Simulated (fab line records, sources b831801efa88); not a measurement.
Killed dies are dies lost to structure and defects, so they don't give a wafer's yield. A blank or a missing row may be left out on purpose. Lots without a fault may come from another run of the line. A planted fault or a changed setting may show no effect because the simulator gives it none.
Tool commonality check | flow gf180mcu | 12 lots, 36 wafers sampled

WHY IT WAS OPENED
At GF_V1_RS_MEAS_24 the reading V1_W_RS is flagged on 2 of 12 lots. Wafers without a fault read 0.3289 ohm/sq, standard deviation 0.003.
Rule: a lot is flagged when every wafer of it that has a number lies more than 4 standard deviations from that mean, or none has a number. The other lots count as sound.

lot  | measured     | on            | V1_W_RS (ohm/sq), wafer by wafer | flag
L744 | day 17 19:47 | film_metro-02 | 0.3281 0.3278 0.3282             |
L745 | day 18 06:04 | film_metro-03 | 0.3388 0.3297 0.3312             |
L747 | day 19 02:34 | film_metro-03 | 0.3515 0.3562 0.3547             | FLAGGED
L748 | day 19 12:50 | film_metro-03 | 0.3539 0.3521 0.3515             | FLAGGED
L757 | day 23 01:39 | film_metro-01 | 0.3242 0.3260 0.3237             |
L759 | day 23 18:46 | film_metro-02 | 0.3327 0.3304 0.3313             |
L760 | day 23 22:21 | film_metro-01 | 0.3271 0.3298 0.3263             |
L763 | day 25 05:31 | film_metro-03 | 0.3303 0.3301 0.3304             |
L764 | day 25 06:04 | film_metro-01 | 0.3291 0.3286 0.3312             |
L765 | day 25 16:52 | film_metro-02 | 0.3285 0.3311 0.3341             |
L766 | day 26 02:28 | film_metro-02 | 0.3353 0.3327 0.3273             |
L767 | day 26 07:05 | film_metro-02 | 0.3287 0.3244 0.3303             |
The numbers of the flagged lots are 0.3533 ohm/sq on average: +0.0244 ohm/sq against the usual, or +8 standard deviations.

WHICH TOOL RAN EACH LOT
The record holds 1 process step before the reading, out of a route of 602 steps. In each cell: the tool, then ch and the chambers that the sampled wafers went through, then the start.
lot  | flag    | GF_V1_CVD_23
L744 |         | cvd_w-01 ch 0,1, day 17 19:41
L745 |         | cvd_w-01 ch 0,1, day 18 05:56
L747 | FLAGGED | cvd_w-01 ch 0,1, day 19 02:26
L748 | FLAGGED | cvd_w-01 ch 0,1, day 19 12:44
L757 |         | cvd_w-01 ch 0,1, day 23 01:32
L759 |         | cvd_w-02 ch 0,1, day 23 18:38
L760 |         | cvd_w-02 ch 0,1, day 23 22:13
L763 |         | cvd_w-02 ch 0,1, day 25 05:23
L764 |         | cvd_w-01 ch 0,1, day 25 05:56
L765 |         | cvd_w-01 ch 0,1, day 25 16:44
L766 |         | cvd_w-01 ch 0,1, day 26 02:20
L767 |         | cvd_w-01 ch 0,1, day 26 06:59
What these steps do:
- GF_V1_CVD_23: deposits W, target thk 350 nm, time 105.05 s.
- GF_V1_RS_MEAS_24: measures by four-point-probe.

FLAGGED OVER TOTAL, TOOL BY TOOL (the gauges that took the reading come last)
step             | tool          | lots run | flagged | share of the flagged lots | sound lots run after its first flagged lot
GF_V1_CVD_23     | cvd_w-01      | 9        | 2       | all                       | 5 (L757,L764,L765,L766,L767)
GF_V1_CVD_23     | cvd_w-02      | 3        | 0       | none                      | -
GF_V1_RS_MEAS_24 | film_metro-01 | 3        | 0       | none                      | -
GF_V1_RS_MEAS_24 | film_metro-02 | 5        | 0       | none                      | -
GF_V1_RS_MEAS_24 | film_metro-03 | 4        | 2       | all                       | 1 (L763)

WHAT THE TABLE ALLOWS
2 rows of the table ran every flagged lot: cvd_w-01 at GF_V1_CVD_23, film_metro-03 at GF_V1_RS_MEAS_24.
- cvd_w-01 at GF_V1_CVD_23: 2 of its 9 lots flagged. Sound lots ran on it after the first flagged one (L757, L764, L765, L766, L767), which a lasting fault on the whole tool wouldn't allow.
- film_metro-03 at GF_V1_RS_MEAS_24: 2 of its 4 lots flagged. Sound lots ran on it after the first flagged one (L763), which a lasting fault on the whole tool wouldn't allow.
No row of the table ran every flagged lot and no sound lot after the first.

WHAT THE SIMULATOR HAD PUT IN
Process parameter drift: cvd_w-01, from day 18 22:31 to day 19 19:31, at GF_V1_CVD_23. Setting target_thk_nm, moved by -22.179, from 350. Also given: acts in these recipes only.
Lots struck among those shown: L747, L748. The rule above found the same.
